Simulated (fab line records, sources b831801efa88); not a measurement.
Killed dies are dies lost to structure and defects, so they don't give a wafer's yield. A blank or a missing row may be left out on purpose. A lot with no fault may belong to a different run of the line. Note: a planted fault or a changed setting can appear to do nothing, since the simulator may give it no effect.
Struck lot and sound lot, side by side | flow sky130 | 27 steps out of a route of 708
Sound: these wafers, L168.3, L168.4, L168.5. Struck: wafers L163.1, L163.5, L163.6. The cause comes at the end.
At each step with rows: each side's tool, then ch and its chambers, then its first start. Under that, the readings that differ: sound wafers | struck wafers | difference of the means | sigmas: that difference in standard deviations of wafers without a fault.
alike: readings with means less than 2 such deviations apart, plus words and numbers identical on both sides. not compared: withheld readings, readings lacking a value on some wafer, bounds such as >300 that could conceal the same value, and numbers that have no deviation in the record and whose values overlap.
Wherever a step has rows on one side only, a row that says differs or no value, or a row with sigmas, the two part there. Non-overlapping numbers with no deviation appear without sigmas and do not part them. Lack of a reading on every wafer of one side parts them only where that side has two or more wafers.

first, 1 step without rows for these wafers: SKY_FIELD_ISO_OXIDATION_01 (stabilise 600 s, purge 300 s, target thk 12 nm).
SKY_FIELD_ISO_CVD_03: deposits Si3N4 from DCS/NH3, target thk 165 nm, time 2830 s.
  sound on lpcvd-02 ch 1, day 5 11:44; struck on lpcvd-02 ch 0, day 4 11:21
  no value came back on the struck wafers for pressure-mtorr (mTorr), spike-tc-bottom-C (C), zone-power-bottom-pct (%), zone-power-lower-pct (%); on the sound wafers pressure-mtorr (mTorr) reads 249.6 249.3 249.2
then, 9 steps without rows for these wafers: SKY_FIELD_ISO_DEHYDRATE_05 (time 60 s); SKY_FIELD_ISO_HMDS_06 (prime time 60 s); SKY_FIELD_ISO_COAT_07 (resist thk 60 nm); SKY_FIELD_ISO_COAT_08 (resist thk 450 nm); SKY_FIELD_ISO_SOFTBAKE_09 (time 90 s); SKY_FIELD_ISO_EXPOSE_10 (exposes mask FOM, target cd 150 nm); SKY_FIELD_ISO_PEB_11; SKY_FIELD_ISO_DEVELOP_12 (develop time 60 s); SKY_FIELD_ISO_ETCH_14 (etches BARC in N2/H2, stops on SiO2, time 45.9 s, target depth 60 nm).
SKY_FIELD_ISO_ETCH_15: etches the open film in CHF3/O2, stops on Si, target depth 180 nm, time 72 s.
  sound on rie-diel-04 ch 1,3, day 6 08:04; struck on rie-diel-01 ch 1,2,3, day 5 06:28
  reading               | sound             | struck            | difference | sigmas
  oes-product-au (a.u.) | 0.957 0.952 0.942 | 0.983 0.977 0.992 | +0.034     | +5
  alike: drypump-motor-current-A, throttle-valve-pct
  not compared: rf-hours-counter-h
then, 6 steps without rows for these wafers: SKY_FIELD_ISO_STRIP_16 (strips in O2/N2); SKY_FIELD_ISO_ETCH_17 (etches Si in HBr/Cl2/O2, target depth 342 nm, time 97.7 s); SKY_FIELD_ISO_WET_ETCH_18 (etches Si3N4 in H3PO4, target depth 25 nm, time 286 s); SKY_FIELD_ISO_CLEAN_19 (cleans in SC1/SC2, time 150 s); SKY_FIELD_ISO_CLEAN_20 (cleans in dHF, time 20 s); SKY_FIELD_ISO_WET_ETCH_21 (etches SiO2 in dHF, target depth 20 nm, time 400 s).
SKY_FIELD_ISO_OXIDATION_22: stabilise 600 s, purge 300 s, target thk 10 nm.
  sound on furnace-01 ch 0, day 6 09:34; struck on furnace-02 ch 0, day 5 07:36
  reading                                          | sound             | struck            | difference | sigmas
  zone-power-bottom-pct (%)                        | 31.0 31.3 31.1    | 32.7 33.9 33.6    | +2.3       | +2
  model.SiO2_of_FIELD_ISO_OXIDATION_01.thk-nm (nm) | 11.79 11.71 11.87 | 9.998 9.925 10.09 | -1.786     |
  alike: ox-temp-c, ox-temp-c-max, zone-power-lower-pct
SKY_FIELD_ISO_THK_MEAS_23:
  sound on film-metro-03, day 6 10:45; struck on film-metro-04, day 5 08:47
  reading                         | sound           | struck | difference                    | sigmas
  FIELD_ISO_OXIDATION_01_THK (nm) | 10.12 9.89 9.99 | - - -  | no value on the struck wafers |
then, 4 steps without rows for these wafers: SKY_FIELD_ISO_CVD_24 (deposits SiO2, target thk 595 nm, time 99.2 s); SKY_FIELD_ISO_ANNEAL_26 (time 1800 s); SKY_FIELD_ISO_CMP_27 (polishes, stops on Si3N4, t overpolish 16 s, target thk 457.8 nm); SKY_FIELD_ISO_WET_ETCH_28 (etches SiO2 in dHF, target depth 23.7 nm, time 47 s).
SKY_FIELD_ISO_WET_ETCH_29: etches Si3N4 in H3PO4, target depth 160 nm, time 1825 s.
  sound on wet-bench-01 ch 1, day 6 13:08; struck on wet-bench-04 ch 3, day 5 11:22
  reading                                          | sound             | struck           | difference | sigmas
  model.SiO2_of_FIELD_ISO_OXIDATION_01.thk-nm (nm) | 11.47 11.39 11.55 | 9.68 9.607 9.769 | -1.78      |
then, 1 step without rows for these wafers: SKY_FIELD_ISO_WET_ETCH_30 (etches SiO2 in dHF, target depth 25 nm, time 50 s).
-- a jump in the record: the struck wafers' starts before and after are 44 days apart (it breaks off in module FIELD_ISO and resumes in module PAD_OPEN, where the first step shown is number 708 of the route) --
SKY_PAD_OPEN_PROBE_99:
  only the struck wafers here have rows in the record (prober-02, day 49 01:35); the sound ones have none

## WHERE THEY PART
Earliest at SKY_FIELD_ISO_CVD_03; latest, in this record, at SKY_PAD_OPEN_PROBE_99.

WHY: what had been put in by the simulator
Entire step skipped (lpcvd-02, SKY_FIELD_ISO_CVD_03), from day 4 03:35 onward. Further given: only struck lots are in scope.
